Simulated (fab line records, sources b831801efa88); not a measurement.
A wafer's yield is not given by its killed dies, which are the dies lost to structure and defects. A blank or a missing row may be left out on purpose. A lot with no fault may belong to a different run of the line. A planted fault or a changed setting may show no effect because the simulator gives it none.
2 desks looking at one fault    flow gf180mcu    each desk holds nothing but its own numbers, with what lay behind them at the end

## THE METROLOGY DESK
Lot by lot, what the gauges showed, no matter which tool ran the lot: averages of those sampled wafers that carry a number. If a lot's mean is further than 4 standard deviations from the usual mean, the lot is out of limits and carries the mark OUT (the distance appears in the brackets).
Columns: A = V1_CVD_02_THK at GF_V1_THK_MEAS_03, usual 846 nm; B = V4_OVL at GF_V4_OVL_MEAS_15, usual 0 nm
lot   first seen here  A    B
L819  day 17 17:22     835  0
L820  day 17 18:07     843  6
L821  day 18 01:56     840  -9
L822  day 18 07:52     848  2
L823  day 18 14:37     840  -7
L824  day 19 11:41     841  -0
L825  day 19 22:22     842  9
L830  day 21 19:16     840  2
L833  day 22 11:16     844  4
L837  day 23 23:04     832  -4
L838  day 24 06:32     848  1
L841  day 24 23:34     853  -5
Result from this desk: across the 12 lots, nothing is out of limits.

## THE TOOL OWNER'S DESK: wet_bench-04
The tool's own readings at GF_STI_WET_ETCH_26 (etches SiO2 in dHF, target depth 94 nm, time 188 s): means of the sampled wafers that have a number, for each lot that ran on this tool. If a lot's mean is further than 4 standard deviations from the usual mean, the lot is out of limits and carries the mark OUT (the distance appears in the brackets).
Columns: A = temp_c at GF_STI_WET_ETCH_26, usual 25.04 C
lot   first seen here  A
L820  day 2 09:46      24.97
L824  day 3 07:08      24.95
L825  day 3 13:47      25.09
L830  day 4 14:27      25.80 (+8.5) OUT
L833  day 5 03:20      26.00 (+11) OUT
Finding of this desk: L830, L833 out of limits; the first was L830 at day 4 14:27, on temp_c at GF_STI_WET_ETCH_26. L820, L824, L825 stayed within limits.

## PUT TOGETHER
The tool owner's desk could have raised an alarm at day 4 14:27, on L830, L833.
Metrology desk: nothing out of limits seen.
The metrology desk holds a record of L830, L833, inside its limits.
Every lot named ran GF_STI_WET_ETCH_26 on wet_bench-04.

## WHAT HAD BEEN PUT IN BY THE SIMULATOR
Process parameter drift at GF_STI_WET_ETCH_26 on wet_bench-04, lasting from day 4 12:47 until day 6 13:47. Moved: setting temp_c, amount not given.
Shown lots that were struck: L830, L833.
Hours from the fault's start to each desk's first reading out of limits: the tool owner's desk, 2.
